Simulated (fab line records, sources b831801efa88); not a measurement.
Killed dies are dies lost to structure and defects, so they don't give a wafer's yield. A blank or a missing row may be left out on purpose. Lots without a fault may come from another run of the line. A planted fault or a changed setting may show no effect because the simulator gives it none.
fab line records | flow sky130
record lots=12 wafers=36 last_day=50
route steps=708 shown METAL3@563 VIA3@585 VIA4@652 PAD_OPEN@708
lots that met no fault: from a run of the same line without faults
start_h: hours from the record's first day to the start of the lot's first wafer shown | wait_h: hours since the lot's step before | " the same as in the row above | L1.1+2: a row that stands for several wafers | - no value, or no start given | * or withheld: withheld | < > ~ a bound
route shown NAME@n: a module of which the file shows steps, and the number in the route of the first | usual: mean/standard deviation of fault-free wafers | same: alike in all rows | chamber/n: place in a boat | sites: the reading at each site | _std_site: their standard deviation | _edge_site: outer sites' mean less inner sites' | radius_mm: how far each site lies from the wafer's centre | mask NAME#n: copy n | behind: the tool/chamber that last shaped the wafer | hold: why the lot was held/for how many hours/how that ended | device: the transistor (n, p or np) that didn't switch | end of line: the same wafers' tests at the end of the route | a step without rows: its recipe alone | killed: dies lost to structure and defects at the first sort, not the wafer's yield | map: a wafer's dies, x killed, . not, _ none there
set.NAME: the setting as run; set.NAME@STEP: as run at that earlier step | model.NAME: the simulator's own value behind a step, which no gauge read
steps of the route over a sample of lots; a table a step, a row a wafer
services: from which hour (start_h, from the record's first day; less than 0 if before it) a tool's chamber was out of use, for how many hours, and why
## steps
# step SKY_METAL3_CD_MEAS_13
# recipe target_cd_nm=300
# usual cd_nm=300.5/1.4
# columns lot.wafer tool chamber start_h wait_h cd_nm
L150.1 cd_sem-01 - 911.65 - 299.7
L150.2 " - " " 299.2
L150.5 " - " " 299.0
L152.2 cd_sem-02 - 929.10 - 297.6
L152.4 " - " " 299.7
L152.5 " - " " 300.4
L156.3 cd_sem-02 - 956.32 - 300.6
L156.4 " - " " 300.1
L156.5 " - " " 301.0
L157.3 cd_sem-02 - 967.27 - 299.6
L157.4 " - " " 299.3
L157.6 " - " " 300.2
L158.2 cd_sem-02 - 971.90 - 298.4
L158.3 " - " " 300.5
L158.5 " - " " 300.4
L159.1 cd_sem-01 - 987.58 - 300.9
L159.5 " - " " 300.7
L159.6 " - " " 300.1
L160.1 cd_sem-01 - 992.65 - 300.7
L160.3 " - " " 299.9
L160.5 " - " " 301.4
L161.1 cd_sem-01 - 997.43 - 299.9
L161.4 " - " " 300.2
L161.6 " - " " 299.6
L162.1 cd_sem-01 - 998.18 - 299.7
L162.3 " - " " 300.5
L162.5 " - " " 300.5
L163.1 cd_sem-02 - 1005.73 - 300.9
L163.3 " - " " 299.2
L163.6 " - " " 300.7
L167.2 cd_sem-02 - 1031.75 - 302.1
L167.4 " - " " 300.5
L167.6 " - " " 299.4
L168.1 cd_sem-01 - 1037.73 - 300.5
L168.2 " - " " 299.7
L168.4 " - " " 299.9
# step SKY_METAL3_ETCH_16
# recipe chemistry=N2/H2 target=BARC ion_energy_ev=200 bias_w=100 pressure_mtorr=30 n2_flow_sccm=100 h2_flow_sccm=200 icp_w=500 stop_on=SiO2 time_s=88.2 target_depth_a=600
# usual drypump_motor_current_A=5.7/0.42 oes_product_au=0.626/0.0043 rf_fwd_power_W=496.1/2 throttle_valve_pct=13.205/0.0095
# columns lot.wafer tool chamber start_h wait_h drypump_motor_current_A oes_product_au rf_fwd_power_W rf_hours_counter_h throttle_valve_pct
L150.1 rie_metal-03 0 911.84 0.0 5.6 0.617 497.1 3 13.204
L150.2 " 1 " " 6.2 0.623 495.7 9 13.197
L150.5 " 1 " " 6.2 0.621 497.3 - 13.209
L152.2 rie_metal-03 0 929.27 0.0 5.6 0.625 496.1 4 13.207
L152.4 " 0 " " 5.6 0.628 497.2 - 13.198
L152.5 " 0 " " 5.7 0.622 496.2 - 13.212
L156.3 rie_metal-03 1 956.50 0.0 6.2 0.627 495.5 - 13.196
L156.4 " 0 " " 5.6 0.629 494.6 - 13.200
L156.5 " 0 " " 5.6 0.625 495.0 - 13.198
L157.3 rie_metal-01 1 967.45 0.0 6.0 0.627 499.3 - 13.220
L157.4 " 0 " " 6.0 0.627 495.8 - 13.212
L157.6 " 1 " " 6.0 0.622 497.1 - 13.196
L158.2 rie_metal-01 0 972.07 0.0 6.0 0.625 495.9 19 13.221
L158.3 " 0 " " 6.0 0.622 497.8 - 13.193
L158.5 " 1 " " 6.0 0.621 497.3 - 13.200
L159.1 rie_metal-03 1 987.77 0.0 6.1 0.622 496.7 13 13.206
L159.5 " 1 " " 6.2 0.627 495.2 - 13.188
L159.6 " 0 " " 5.6 0.621 497.7 - 13.181
L160.1 rie_metal-01 1 992.84 0.0 6.0 0.628 498.6 14 13.207
L160.3 " 0 " " 6.0 0.622 495.6 - 13.205
L160.5 " 0 " " 6.0 0.627 495.3 - 13.189
L161.1 rie_metal-01 1 997.62 0.0 6.0 0.629 501.3 14 13.190
L161.4 " 1 " " 6.0 0.624 497.7 - 13.189
L161.6 " 1 " " 6.0 0.636 498.4 - 13.196
L162.1 rie_metal-03 0 998.37 0.0 5.6 0.632 496.3 8 13.204
L162.3 " 0 " " 5.6 0.621 498.1 - 13.212
L162.5 " 1 " " 6.2 0.626 493.8 - 13.203
L163.1 rie_metal-03 0 1005.92 0.0 5.7 0.620 496.8 8 13.210
L163.3 " 0 " " 5.7 0.622 500.0 - 13.203
L163.6 " 0 " " 5.7 0.624 499.4 - 13.211
L167.2 rie_metal-03 1 1031.92 0.0 6.1 0.627 495.5 15 13.207
L167.4 " 1 " " 6.1 0.632 492.8 - 13.193
L167.6 " 1 " " 6.1 0.626 496.0 - 13.209
L168.1 rie_metal-04 0 1037.92 0.0 5.1 0.632 496.8 16 13.203
L168.2 " 1 " " 5.1 0.626 494.4 3 13.215
L168.4 " 1 " " 5.1 0.627 494.5 - 13.210
# step SKY_VIA3_CD_MEAS_12
# recipe target_cd_nm=200
# usual cd_nm=199.6/1.6
# columns lot.wafer tool chamber start_h wait_h cd_nm
L150.1 cd_sem-02 - 938.98 - 198.6
L150.2 " - " " 200.0
L150.5 " - " " 201.6
L152.2 cd_sem-01 - 955.37 - 198.2
L152.4 " - " " 199.6
L152.5 " - " " 199.9
L156.3 cd_sem-02 - 983.04 - 197.6
L156.4 " - " " 196.9
L156.5 " - " " 198.0
L157.3 cd_sem-02 - 992.69 - 199.5
L157.4 " - " " 199.3
L157.6 " - " " 198.8
L158.2 cd_sem-02 - 998.27 - 203.1
L158.3 " - " " 201.8
L158.5 " - " " 202.8
L159.1 cd_sem-02 - 1012.90 - 200.1
L159.5 " - " " 200.4
L159.6 " - " " 199.5
L160.1 cd_sem-01 - 1017.58 - 197.3
L160.3 " - " " 199.2
L160.5 " - " " 199.0
L161.1 cd_sem-02 - 1022.80 - 199.9
L161.4 " - " " 200.6
L161.6 " - " " 200.5
L162.1 cd_sem-02 - 1023.65 - 197.2
L162.3 " - " " 196.3
L162.5 " - " " 197.5
L163.1 cd_sem-01 - 1030.25 - 201.3
L163.3 " - " " 201.6
L163.6 " - " " 199.2
L167.2 cd_sem-01 - 1055.77 - 200.7
L167.4 " - " " 200.6
L167.6 " - " " 200.4
L168.1 cd_sem-02 - 1061.75 - 199.7
L168.2 " - " " 200.7
L168.4 " - " " 200.1
# step SKY_VIA4_STRIP_13
# recipe chemistry=O2/N2 power_w=1400 pressure_mtorr=1500 platen_temp_c=withheld o2_flow_sccm=3000 n2_flow_sccm=300 overash_fraction=0.5
# usual drypump_motor_current_A=5.8/0.43 oes_product_au=0.710/0.0043 strip_time_to_endpoint_s=12.81/0.033
# same overash_fraction=0.5
# columns lot.wafer tool chamber start_h wait_h drypump_motor_current_A oes_product_au rf_hours_counter_h strip_time_to_endpoint_s
L150.1 plasma_asher-04 1 1014.56 - 5.7 0.719 86 12.86
L150.2 " 0 " " 6.0 0.711 86 12.84
L150.5 " 1 " " 5.6 0.718 - 12.83
L152.2 plasma_asher-01 1 1032.14 - 5.4 0.708 30 12.88
L152.4 " 0 " " 6.4 0.714 - 12.88
L152.5 " 0 " " 6.4 0.722 - 12.85
L156.3 plasma_asher-03 1 1055.27 - 6.0 0.713 - 12.85
L156.4 " 0 " " 5.0 0.706 - 12.83
L156.5 " 0 " " 5.1 0.709 - 12.80
L157.3 plasma_asher-01 1 1065.55 - 5.4 0.717 - 12.89
L157.4 " 0 " " 6.3 0.711 - 12.80
L157.6 " 1 " " 5.4 0.719 - 12.86
L158.2 plasma_asher-04 0 1070.71 - 6.0 0.714 91 12.82
L158.3 " 1 " " 5.7 0.714 - 12.80
L158.5 " 1 " " 5.7 0.704 - 12.78
L159.1 plasma_asher-01 0 1084.36 - 6.3 0.701 35 12.80
L159.5 " 1 " " 5.4 0.705 - 12.78
L159.6 " 0 " " 6.3 0.711 - 12.83
L160.1 plasma_asher-03 1 1087.64 - 6.0 0.705 2 12.80
L160.3 " 1 " " 6.0 0.712 - 12.77
L160.5 " 1 " " 6.0 0.708 - 12.79
L161.1 plasma_asher-03 0 1091.64 - 5.1 0.713 3 12.85
L161.4 " 1 " " 6.1 0.709 - 12.81
L161.6 " 0 " " 5.1 0.712 - 12.79
L162.1 plasma_asher-01 1 1091.81 - 5.4 0.700 36 12.74
L162.3 " 0 " " 6.4 0.710 - 12.83
L162.5 " 1 " " 5.4 0.714 - 12.75
L163.1 plasma_asher-01 0 1100.14 - 6.4 0.717 37 12.82
L163.3 " 1 " " 5.4 0.715 - 12.84
L163.6 " 0 " " 6.3 0.709 - 12.79
L167.2 plasma_asher-01 1 1123.09 - 5.4 0.709 39 12.85
L167.4 " 1 " " 5.4 0.713 - 12.78
L167.6 " 0 " " 6.3 0.716 - 12.86
L168.1 plasma_asher-01 1 1127.46 - 5.4 0.717 39 12.80
L168.2 " 0 " " 6.4 0.709 39 12.83
L168.4 " 1 " " 5.4 0.712 - 12.76
# step SKY_PAD_OPEN_PROBE_99
# usual defect_limited_yield=82.4/1.9 killed_at_M0_to_M3=43/7.5 killed_at_M4_up=3.2/1.9 killed_at_contacts=24/4.9 killed_at_front_end=15/4.3 killed_at_other=0.4/0.72 killed_dies=86/9.1 killed_on_rim=17/3.8 killed_open=47/6.5 killed_short=39/6.5 sort_bin_3_pad_short=0.9/0.43 sort_bin_5_function=10.4/1.3 sort_bin_6_memory=6.3/1.2 sort_n_pass=406/9.1 sort_yield_pct=82.4/1.9
# same gross_dies=492 killed_at_back_side=0 sort_bin_4_leakage[%]=0 sort_bin_8_speed[%]=0
# columns lot.wafer tool chamber start_h wait_h defect_limited_yield[%] killed_at_M0_to_M3 killed_at_M4_up killed_at_contacts killed_at_front_end killed_at_other killed_dies killed_on_rim killed_open killed_short sort_bin_3_pad_short[%] sort_bin_5_function[%] sort_bin_6_memory[%] sort_n_pass sort_yield_pct[%]
L150.1 prober-02 - 1086.08 0.1 83.1 30 5 28 19 1 83 16 47 36 1.0 9.6 6.3 409 83.1
L150.2 prober-02 - 1086.13 0.1 81.5 38 6 30 17 0 91 12 50 41 1.6 11.2 5.7 401 81.5
L150.5 prober-02 - 1086.28 0.2 81.1 45 1 34 13 0 93 12 60 33 1.4 11.2 6.3 399 81.1
L152.2 prober-02 - 1101.00 0.1 85.2 31 4 21 16 1 73 13 38 34 0.6 9.8 4.5 419 85.2
L152.4 prober-02 - 1101.10 0.2 82.7 41 3 25 16 0 85 17 39 46 1.2 11.4 4.7 407 82.7
L152.5 prober-02 - 1101.15 0.2 85.4 35 0 19 18 0 72 18 37 33 0.6 8.3 5.7 420 85.4
L156.3 prober-02 - 1123.52 0.2 83.1 36 0 27 17 3 83 18 49 34 0.8 10.0 6.1 409 83.1
L156.4 prober-02 - 1123.57 0.2 82.1 49 3 23 13 0 88 16 44 44 1.0 9.8 7.1 404 82.1
L156.5 prober-02 - 1123.62 0.2 81.7 38 6 31 15 0 90 16 47 43 1.0 12.0 5.3 402 81.7
L157.3 prober-01 - 1132.51 0.2 80.1 45 2 27 24 0 98 17 46 51 1.4 12.8 5.7 394 80.1
L157.4 prober-01 - 1132.56 0.2 78.7 52 5 21 26 1 105 22 49 54 1.8 12.0 7.5 387 78.7
L157.6 prober-01 - 1132.66 0.2 82.3 44 1 21 20 1 87 14 44 42 1.0 10.0 6.7 405 82.3
L158.2 prober-02 - 1136.43 0.1 85.4 28 2 24 18 0 72 11 32 40 0.2 9.8 4.7 420 85.4
L158.3 prober-02 - 1136.48 0.2 82.7 36 3 36 10 0 85 24 45 40 1.2 9.1 6.9 407 82.7
L158.5 prober-02 - 1136.58 0.2 84.6 37 2 25 12 0 76 17 40 36 1.4 10.4 3.7 416 84.6
L159.1 prober-01 - 1148.78 0.1 82.9 39 3 24 18 0 84 17 46 37 1.2 8.9 6.9 408 82.9
L159.5 prober-01 - 1148.98 0.2 81.7 49 1 25 15 0 90 13 54 36 1.6 9.8 6.9 402 81.7
L159.6 prober-01 - 1149.03 0.2 80.1 55 1 27 14 1 98 22 61 36 0.2 12.2 7.5 394 80.1
L160.1 prober-02 - 1150.99 0.1 81.9 47 2 24 15 1 89 18 56 33 0.2 12.2 5.7 403 81.9
L160.3 prober-02 - 1151.09 0.2 84.6 40 5 20 10 1 76 13 43 33 0.8 9.1 5.5 416 84.6
L160.5 prober-02 - 1151.19 0.2 84.1 45 2 22 9 0 78 16 50 28 0.6 10.6 4.7 414 84.1
L161.1 prober-01 - 1155.56 0.1 82.5 41 3 30 12 0 86 25 50 34 0.4 10.6 6.5 406 82.5
L161.4 prober-01 - 1155.71 0.2 84.6 45 2 18 11 0 76 17 45 30 0.6 10.2 4.7 416 84.6
L161.6 prober-01 - 1155.81 0.2 84.6 44 6 9 16 1 76 12 46 30 0.2 10.4 4.9 416 84.6
L162.1 prober-02 - 1156.16 0.1 82.3 43 4 26 14 0 87 21 51 36 1.2 11.0 5.5 405 82.3
L162.3 prober-02 - 1156.26 0.2 80.7 45 5 24 21 0 95 19 47 48 0.6 11.4 7.3 397 80.7
L162.5 prober-02 - 1156.36 0.2 78.5 51 1 31 22 1 106 22 55 51 1.4 12.2 7.9 386 78.5
L163.1 prober-01 - 1162.42 0.1 84.1 40 5 21 12 0 78 14 52 26 0.6 8.7 6.5 414 84.1
L163.3 prober-01 - 1162.52 0.2 76.8 56 5 33 20 0 114 25 66 48 0 14.6 8.5 378 76.8
L163.6 prober-01 - 1162.67 0.2 81.9 47 3 25 14 0 89 13 58 31 0.8 11.0 6.3 403 81.9
L167.2 prober-01 - 1184.20 0.1 87.4 30 2 22 8 0 62 16 33 29 0.8 8.9 2.8 430 87.4
L167.4 prober-01 - 1184.30 0.2 84.8 33 1 29 12 0 75 15 37 37 0.6 9.3 5.3 417 84.8
L167.6 prober-01 - 1184.40 0.2 73.8 36 52 25 16 0 129 30 41 38 5.9 14.6 5.7 363 73.8
L168.1 prober-02 - 1188.32 0.1 81.1 52 2 24 15 0 93 17 47 46 2.2 9.6 7.1 399 81.1
L168.2 prober-02 - 1188.37 0.1 72.0 47 55 22 13 1 138 29 43 44 4.7 17.1 6.3 354 72.0
L168.4 prober-02 - 1188.47 0.2 82.9 44 2 25 13 0 84 17 41 43 0.8 10.0 6.3 408 82.9
# killed by level:class
L150.1 CONTACT:geometric_particle:open=14 VIA1:geometric_particle:open=7 VIA3:geometric_particle:open=6 CONTACT:geometric_particle:short=6 FIELD_ISO:geometric_particle:short=5 POLY_GATE:geometric_particle:short=5 LI_CONTACT:geometric_particle:open=5 POLY_GATE:geometric_particle:open=4
L150.2 CONTACT:geometric_particle:open=10 VIA1:geometric_particle:open=10 LI_CONTACT:geometric_particle:open=6 VIA3:geometric_particle:open=6 POLY_GATE:geometric_particle:open=5 LI_CONTACT:geometric_particle:short=5 LOCAL_INTERCONNECT:geometric_particle:short=5 METAL4:geometric_particle:short=5
L150.5 CONTACT:geometric_particle:open=16 VIA3:geometric_particle:open=9 VIA1:geometric_particle:open=9 LI_CONTACT:geometric_particle:open=8 LOCAL_INTERCONNECT:geometric_particle:short=6 VIA2:geometric_particle:open=5 METAL1:geometric_particle:short=5 FIELD_ISO:geometric_particle:open=4
L152.2 LI_CONTACT:geometric_particle:open=7 VIA1:geometric_particle:short=7 CONTACT:geometric_particle:open=6 VIA1:geometric_particle:open=6 METAL2:geometric_particle:short=5 VIA2:geometric_particle:open=5 FIELD_ISO:geometric_particle:open=4 FIELD_ISO:geometric_particle:short=4
L152.4 CONTACT:geometric_particle:open=12 VIA3:geometric_particle:open=9 FIELD_ISO:geometric_particle:short=6 CONTACT:geometric_particle:short=6 METAL1:geometric_particle:short=6 VIA1:geometric_particle:short=6 VIA1:geometric_particle:open=5 VIA3:geometric_particle:short=5
L152.5 CONTACT:geometric_particle:open=11 VIA1:geometric_particle:open=9 METAL1:geometric_particle:short=7 VIA2:geometric_particle:open=5 FIELD_ISO:geometric_particle:open=4 FIELD_ISO:geometric_particle:short=4 POLY_GATE:geometric_particle:short=4 VIA1:geometric_particle:short=3
L156.3 VIA3:geometric_particle:open=10 CONTACT:geometric_particle:open=10 VIA1:geometric_particle:open=7 VIA1:geometric_particle:short=7 LI_CONTACT:geometric_particle:open=6 FIELD_ISO:geometric_particle:short=5 METAL2:geometric_particle:short=5 LOCAL_INTERCONNECT:geometric_particle:open=4
L156.4 VIA3:geometric_particle:open=11 CONTACT:geometric_particle:short=7 VIA2:geometric_particle:open=6 METAL2:geometric_particle:short=5 VIA1:geometric_particle:short=5 LI_CONTACT:geometric_particle:open=5 CONTACT:geometric_particle:open=5 METAL1:geometric_particle:short=5
L156.5 CONTACT:geometric_particle:open=12 VIA1:geometric_particle:open=11 VIA2:geometric_particle:open=7 LI_CONTACT:geometric_particle:short=6 FIELD_ISO:geometric_particle:short=5 POLY_GATE:geometric_particle:short=5 LI_CONTACT:geometric_particle:open=5 CONTACT:geometric_particle:short=5
L157.3 VIA1:geometric_particle:open=13 FIELD_ISO:geometric_particle:short=12 LI_CONTACT:geometric_particle:open=7 METAL2:geometric_particle:short=6 LOCAL_INTERCONNECT:geometric_particle:short=6 METAL3:geometric_particle:short=6 VIA3:geometric_particle:open=6 CONTACT:geometric_particle:short=5
L157.4 VIA1:geometric_particle:open=13 METAL2:geometric_particle:short=12 METAL1:geometric_particle:short=9 FIELD_ISO:geometric_particle:open=8 LI_CONTACT:geometric_particle:open=7 CONTACT:geometric_particle:open=5 VIA2:geometric_particle:open=5 VIA3:geometric_particle:open=5
L157.6 VIA1:geometric_particle:open=10 FIELD_ISO:geometric_particle:short=8 CONTACT:geometric_particle:open=7 LI_CONTACT:geometric_particle:open=7 METAL1:geometric_particle:short=7 VIA1:geometric_particle:short=6 CONTACT:geometric_particle:short=5 VIA2:geometric_particle:open=5
L158.2 METAL2:geometric_particle:short=7 LI_CONTACT:geometric_particle:open=7 VIA1:geometric_particle:open=7 FIELD_ISO:geometric_particle:open=6 CONTACT:geometric_particle:open=6 FIELD_ISO:geometric_particle:short=5 CONTACT:geometric_particle:short=5 POLY_GATE:geometric_particle:short=4
L158.3 CONTACT:geometric_particle:open=15 VIA1:geometric_particle:open=8 VIA1:geometric_particle:short=7 LI_CONTACT:geometric_particle:open=6 LOCAL_INTERCONNECT:geometric_particle:short=6 LI_CONTACT:geometric_particle:short=4 CONTACT:geometric_particle:short=4 METAL1:geometric_particle:short=4
L158.5 CONTACT:geometric_particle:open=15 VIA1:geometric_particle:open=9 METAL1:geometric_particle:short=7 METAL2:geometric_particle:short=7 LI_CONTACT:geometric_particle:open=4 VIA2:geometric_particle:open=4 VIA1:geometric_particle:short=4 FIELD_ISO:geometric_particle:open=3
L159.1 LI_CONTACT:geometric_particle:open=9 CONTACT:geometric_particle:open=9 VIA3:geometric_particle:open=7 VIA1:geometric_particle:open=7 FIELD_ISO:geometric_particle:short=6 METAL2:geometric_particle:short=6 VIA2:geometric_particle:open=4 POLY_GATE:geometric_particle:short=3
L159.5 VIA3:geometric_particle:open=9 VIA1:geometric_particle:open=9 CONTACT:geometric_particle:open=9 VIA2:geometric_particle:open=7 LI_CONTACT:geometric_particle:open=6 METAL1:geometric_particle:short=6 CONTACT:geometric_particle:short=5 POLY_GATE:geometric_particle:open=4
L159.6 VIA1:geometric_particle:open=16 CONTACT:geometric_particle:open=12 VIA2:geometric_particle:open=10 VIA3:geometric_particle:open=7 LI_CONTACT:geometric_particle:open=6 CONTACT:geometric_particle:short=6 METAL1:geometric_particle:short=5 POLY_GATE:geometric_particle:short=4
L160.1 VIA1:geometric_particle:open=12 LI_CONTACT:geometric_particle:open=10 CONTACT:geometric_particle:open=8 VIA3:geometric_particle:open=7 VIA1:geometric_particle:short=6 VIA2:geometric_particle:open=6 METAL2:geometric_particle:short=5 FIELD_ISO:geometric_particle:open=4
L160.3 VIA1:geometric_particle:open=10 VIA3:geometric_particle:open=6 VIA2:geometric_particle:open=6 POLY_GATE:geometric_particle:open=5 LI_CONTACT:geometric_particle:open=5 CONTACT:geometric_particle:open=5 CONTACT:geometric_particle:short=4 VIA3:geometric_particle:short=4
L160.5 VIA1:geometric_particle:open=19 CONTACT:geometric_particle:open=8 VIA2:geometric_particle:open=8 LI_CONTACT:geometric_particle:open=7 FIELD_ISO:geometric_particle:short=5 METAL2:geometric_particle:short=4 VIA1:geometric_particle:short=4 LOCAL_INTERCONNECT:geometric_particle:short=3
L161.1 CONTACT:geometric_particle:open=13 VIA3:geometric_particle:open=8 VIA1:geometric_particle:open=7 LI_CONTACT:geometric_particle:open=7 METAL2:geometric_particle:short=6 VIA3:geometric_particle:short=5 METAL1:geometric_particle:short=5 FIELD_ISO:geometric_particle:open=4
L161.4 VIA1:geometric_particle:open=11 VIA2:geometric_particle:open=8 LI_CONTACT:geometric_particle:open=6 VIA3:geometric_particle:open=5 FIELD_ISO:geometric_particle:short=4 METAL1:geometric_particle:short=4 VIA2:geometric_particle:short=4 LOCAL_INTERCONNECT:geometric_particle:short=3
L161.6 VIA1:geometric_particle:open=15 FIELD_ISO:geometric_particle:open=5 VIA3:geometric_particle:open=5 CONTACT:geometric_particle:open=5 VIA2:geometric_particle:short=5 VIA2:geometric_particle:open=5 VIA3:geometric_particle:short=5 POLY_GATE:geometric_particle:open=3
L162.1 CONTACT:geometric_particle:open=11 VIA2:geometric_particle:open=8 VIA1:geometric_particle:open=7 VIA3:geometric_particle:open=6 SPACER:geometric_particle:open=5 METAL1:geometric_particle:short=5 LI_CONTACT:geometric_particle:open=4 CONTACT:geometric_particle:short=4
L162.3 VIA3:geometric_particle:open=8 CONTACT:geometric_particle:open=7 METAL1:geometric_particle:short=7 VIA1:geometric_particle:open=7 FIELD_ISO:geometric_particle:short=6 VIA2:geometric_particle:open=6 LI_CONTACT:geometric_particle:open=5 CONTACT:geometric_particle:short=5
L162.5 CONTACT:geometric_particle:open=14 VIA1:geometric_particle:open=11 VIA3:geometric_particle:open=11 FIELD_ISO:geometric_particle:open=8 METAL1:geometric_particle:short=6 CONTACT:geometric_particle:short=6 VIA1:geometric_particle:short=6 FIELD_ISO:geometric_particle:short=5
L163.1 VIA1:geometric_particle:open=11 CONTACT:geometric_particle:open=9 VIA2:geometric_particle:open=9 VIA3:geometric_particle:open=7 LI_CONTACT:geometric_particle:open=5 CONTACT:geometric_particle:short=3 METAL1:geometric_particle:short=3 METAL2:geometric_particle:short=3
L163.3 LI_CONTACT:geometric_particle:open=12 VIA2:geometric_particle:open=9 CONTACT:geometric_particle:open=9 METAL1:geometric_particle:short=8 VIA1:geometric_particle:open=8 LI_CONTACT:geometric_particle:short=7 VIA3:geometric_particle:short=7 FIELD_ISO:geometric_particle:open=5
L163.6 LI_CONTACT:geometric_particle:open=11 VIA1:geometric_particle:open=10 VIA2:geometric_particle:open=10 POLY_GATE:geometric_particle:open=8 METAL1:geometric_particle:short=8 CONTACT:geometric_particle:open=6 LI_CONTACT:geometric_particle:short=4 VIA2:geometric_particle:short=4
L167.2 VIA1:geometric_particle:open=9 CONTACT:geometric_particle:open=8 LI_CONTACT:geometric_particle:open=7 METAL1:geometric_particle:short=4 METAL2:geometric_particle:short=4 POLY_GATE:geometric_particle:short=3 LOCAL_INTERCONNECT:geometric_particle:short=3 VIA2:geometric_particle:open=3
L167.4 LI_CONTACT:geometric_particle:open=8 VIA1:geometric_particle:open=6 LOCAL_INTERCONNECT:geometric_particle:short=6 CONTACT:geometric_particle:open=6 VIA3:geometric_particle:short=6 LI_CONTACT:geometric_particle:short=5 VIA2:geometric_particle:open=5 POLY_GATE:geometric_particle:open=4
L167.6 VIA4:unspecified=50 LI_CONTACT:geometric_particle:open=8 VIA1:geometric_particle:open=7 VIA3:geometric_particle:open=7 CONTACT:geometric_particle:open=6 FIELD_ISO:geometric_particle:short=5 METAL2:geometric_particle:short=5 LOCAL_INTERCONNECT:geometric_particle:short=5
L168.1 CONTACT:geometric_particle:open=10 VIA2:geometric_particle:open=9 VIA1:geometric_particle:open=8 VIA3:geometric_particle:short=8 VIA2:geometric_particle:short=7 VIA1:geometric_particle:short=6 LI_CONTACT:geometric_particle:open=5 POLY_GATE:geometric_particle:open=4
L168.2 VIA4:unspecified=51 CONTACT:geometric_particle:open=11 METAL1:geometric_particle:short=10 VIA1:geometric_particle:open=8 FIELD_ISO:geometric_particle:short=6 VIA3:geometric_particle:open=6 METAL2:geometric_particle:short=5 VIA2:geometric_particle:open=5
L168.4 VIA1:geometric_particle:open=10 LI_CONTACT:geometric_particle:open=9 VIA1:geometric_particle:short=7 CONTACT:geometric_particle:open=6 FIELD_ISO:geometric_particle:open=5 CONTACT:geometric_particle:short=5 METAL1:geometric_particle:short=4 METAL2:geometric_particle:short=4
## services
# columns tool chamber start_h hours kind
rie_metal-01 1 902.56 12.2 repair
plasma_asher-01 - 913.00 7.8 repair
rie_metal-04 1 974.73 - clean
rie_metal-04 1 974.73 15.9 scheduled_down
rie_metal-04 1 974.73 15.9 vent_cycle
plasma_asher-01 - 1017.71 6.1 repair
plasma_asher-04 - 1036.06 6.7 pm
plasma_asher-03 - 1055.34 9.0 pm
plasma_asher-03 0 1055.34 9.0 vent_cycle
plasma_asher-03 1 1055.34 9.0 vent_cycle
plasma_asher-03 0 1064.34 - clean
plasma_asher-03 1 1064.34 - clean
plasma_asher-01 - 1119.01 2.8 pm
## key
first_sign step=SKY_PAD_OPEN_PROBE_99 reading=killed_at_M4_up direction=up sigmas=27 usual=3.2 struck=53.5
effect step=SKY_PAD_OPEN_PROBE_99 reading=sort_bin_3_pad_short direction=up sigmas=10 usual=0.9 struck=5.3
met_at SKY_VIA4_STRIP_13
struck_lots L167,L168
struck_wafers L167.6,L168.2
not_acting_at SKY_METAL3_CD_MEAS_13,SKY_METAL3_ETCH_16,SKY_VIA3_CD_MEAS_12
onset_between 1100.14 1123.09
fault kind=chamber_particle_source tool=plasma_asher-01 chamber=0 onset_h=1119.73 steps=SKY_VIA4_STRIP_13 rate_per_visit_cm2=2.0257 end_h=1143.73
